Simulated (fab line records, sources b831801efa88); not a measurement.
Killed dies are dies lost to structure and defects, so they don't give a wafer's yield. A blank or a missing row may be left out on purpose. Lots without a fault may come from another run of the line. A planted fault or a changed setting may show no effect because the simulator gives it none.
Which tool did it? | flow sky130 | 7 lots, 21 wafers sampled, at 1 step of a route of 708

WHAT THE GAUGES READ, wafer by wafer
SKY_VIA2_BOW_MEAS_03.
lot  | measured     | on            | VIA2_BOW (um)
L651 | day 37 09:55 | film_metro-02 | 90 90 81
L652 | day 37 17:31 | film_metro-03 | 79 91 76
L656 | day 39 03:33 | film_metro-01 | 94 90 86
L661 | day 40 13:32 | film_metro-01 | 75 96 88
L663 | day 41 02:55 | film_metro-02 | 77 76 79
L666 | day 41 12:42 | film_metro-03 | 87 79 78
L668 | day 42 04:50 | film_metro-03 | 84 80 75

WHICH TOOL RAN EACH LOT (tool, then ch and the chambers of the sampled wafers, then the start)
The record holds no process step before these readings.

THE ANSWER, worked out from the rows above alone
Rule: what is usual is taken from the lots themselves. Put in order of their means at a reading, lots are off if they are a third of the lots or fewer, leave a main group of 4 or more, and stand apart from it by a gap of 3 or more times the standard deviation of the main group's means; of several such gaps the widest counts. A main group whose means are all the same, to the digits that the tables above print for the reading, isn't used. A lot without any number at a reading at which 4 lots or more have one is off too. The other lots that the step has rows for count as sound.
No lot is off at any reading shown: from this, nothing can be told.

WHAT THE SIMULATOR HAD PUT IN
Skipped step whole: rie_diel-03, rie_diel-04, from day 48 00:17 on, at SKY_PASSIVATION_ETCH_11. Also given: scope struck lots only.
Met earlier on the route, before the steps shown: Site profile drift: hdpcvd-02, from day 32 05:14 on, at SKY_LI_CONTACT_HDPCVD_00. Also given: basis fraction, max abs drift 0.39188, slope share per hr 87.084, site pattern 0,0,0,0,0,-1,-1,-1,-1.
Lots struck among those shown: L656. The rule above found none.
